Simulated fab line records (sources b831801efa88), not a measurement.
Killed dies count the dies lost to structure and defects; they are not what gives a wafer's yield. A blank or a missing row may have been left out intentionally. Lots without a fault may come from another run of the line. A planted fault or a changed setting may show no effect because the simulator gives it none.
A struck lot beside a sound one || flow sky130 || 17 out of 708 route steps
Sound: the wafers L943.1, L943.2, L943.6. The struck wafers were L938.2, L938.4, L938.5. The cause is given at the end.
For every step that has rows: the tool of each side, followed by ch and its chambers, followed by its first start. Under that, the readings that differ: sound wafers || struck wafers || difference of the means || sigmas: that difference in standard deviations of wafers without a fault.
alike: readings whose means differ by less than 2 such deviations, and words and numbers that are the same on both sides. not compared: withheld readings, readings that some wafer has no value for, bounds like >300 that may hide the same value, and numbers for which the record gives no deviation and whose values overlap.
The two part at a step that has a row with sigmas, a row that says differs or no value, or rows on one side only. Numbers that have no deviation but don't overlap get no sigmas and don't part them. Lack of a reading on every wafer of one side parts them only where that side has two or more wafers.

first, 1 step without rows for these wafers: SKY_VT_ADJUST_LVTN_IMPLANT_19.
SKY_VT_ADJUST_LVTN_STRIP_20: strips in O2/N2.
  sound on plasmaAsher-03 ch 0,1, day 12 19:16; struck on plasmaAsher-02 ch 0, day 11 01:10
  alike: chamberPressureMTorr, drypumpMotorCurrentA, oesProductAu, stripTimeToEndpointS
  not compared: rfHoursCounterH
SKY_VT_ADJUST_LVTN_TW_MEAS_21:
  sound on filmMetro-02 at day 12 19:22; struck on filmMetro-01 at day 11 01:17
  alike: VT_ADJUST_LVTN_2_TW
then, 7 steps without rows for these wafers: SKY_VT_ADJUST_NCORE_DEHYDRATE_00 (time 60 s); SKY_VT_ADJUST_NCORE_HMDS_01 (prime time 60 s); SKY_VT_ADJUST_NCORE_COAT_02 (resist thk 1140 nm); SKY_VT_ADJUST_NCORE_SOFTBAKE_03 (time 60 s); SKY_VT_ADJUST_NCORE_EXPOSE_04 (exposes mask LVTN COMPLEMENT THIN, target cd 380 nm); SKY_VT_ADJUST_NCORE_PEB_05; SKY_VT_ADJUST_NCORE_DEVELOP_06 (develop time 58.67 s).
SKY_VT_ADJUST_NCORE_CD_MEAS_07: target cd 380 nm.
  sound on cdSem-01 at day 13 18:57; struck on cdSem-02 at day 12 00:49
  alike: cdNm
SKY_VT_ADJUST_NCORE_OVL_MEAS_08:
  sound on overlay-02 at day 13 19:04; struck on overlay-02 at day 12 00:55
  alike: VT_ADJUST_NCORE_OVL
SKY_VT_ADJUST_NCORE_IMPLANT_09:
  sound on implanter-04 ch 0, day 13 19:07; struck on implanter-02 ch 0, day 12 00:58
{"reading": "beamEnergyKeV", "sound": "9.9994 10.000 10.001", "struck": "12.314 12.316 12.313", "difference": "+2.314", "sigmas": "+99 or more"}
{"reading": "model.implant.rpNm (nm)", "sound": "33.14 33.14 33.14", "struck": "39.72 39.72 39.72", "difference": "+6.58", "sigmas": ""}
{"reading": "model.implant.drpNm (nm)", "sound": "17.11 17.11 17.11", "struck": "19.86 19.86 19.86", "difference": "+2.75", "sigmas": ""}
SKY_VT_ADJUST_NCORE_STRIP_10: strips in O2/N2.
  sound on plasmaAsher-04 ch 0,1, day 13 19:16; struck on plasmaAsher-03 ch 0,1, day 12 01:05
  alike: chamberPressureMTorr, drypumpMotorCurrentA, oesProductAu, stripTimeToEndpointS
  not compared: rfHoursCounterH
SKY_VT_ADJUST_NCORE_TW_MEAS_11:
  sound on filmMetro-03 at day 13 19:22; struck on filmMetro-03 at day 12 01:12
{"reading": "VT_ADJUST_NCORE_TW", "sound": "217.8 216.9 217.9", "struck": "227.3 228.7 227.8", "difference": "+10.4", "sigmas": "+6"}
then, 1 step without rows for these wafers: SKY_VT_ADJUST_HVTR_DEHYDRATE_00 (time 60 s).
-- a jump in the record: the struck wafers' starts before and after are 37 days apart (it breaks off in module VT_ADJUST_HVTR and resumes in module PAD_OPEN, where the first step shown is number 708 of the route) --
SKY_PAD_OPEN_PROBE_99:
  sound on prober-01 at day 49 20:46; struck on prober-01 at day 48 13:50
{"reading": "model.etest.nfet_16v.rOnOhmUm", "sound": "1.46e+04 1.456e+04 1.454e+04", "struck": "1.482e+04 1.494e+04 1.482e+04", "difference": "+2.933e+02", "sigmas": ""}
{"reading": "model.etest.pfet_16v.vtV (V)", "sound": "-1.105 -1.103 -1.104", "struck": "-1.12 -1.123 -1.121", "difference": -0.02, "sigmas": ""}
{"reading": "model.etest.pfetG5v0d10v5.vtLongV (V)", "sound": "-0.9321 -0.9359 -0.9299", "struck": "-0.953 -0.9501 -0.9503", "difference": -0.018, "sigmas": ""}
{"reading": "model.etest.nfet_16v.bodyRiseV (V)", "sound": "0.6909 0.6938 0.6908", "struck": "0.7311 0.742 0.7365", "difference": "+0.0447", "sigmas": ""}
  alike: killed_at_M0_to_M3, killed_at_M4_up, killedAtContacts, killedAtFrontEnd, killedAtOther, killedDies, killedOpen, killedShort
  not compared: model.etest.resPwellUnderGate.rsOhmSq, model.etest.pfetG5v0d10v5.offLog10AUm, model.etest.pfetG5v0d10v5.vtSatV, model.etest.pfetG5v0d10v5.vtV

WHERE THEY PART
Last at SKY_VT_ADJUST_NCORE_TW_MEAS_11 as far as this record goes, first at SKY_VT_ADJUST_NCORE_IMPLANT_09. Later steps at which nothing parts them and some readings are alike: SKY_PAD_OPEN_PROBE_99.

WHY: what the simulator had put in
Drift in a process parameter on implanter-02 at SKY_VT_ADJUST_NCORE_IMPLANT_09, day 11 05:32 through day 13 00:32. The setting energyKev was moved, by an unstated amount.
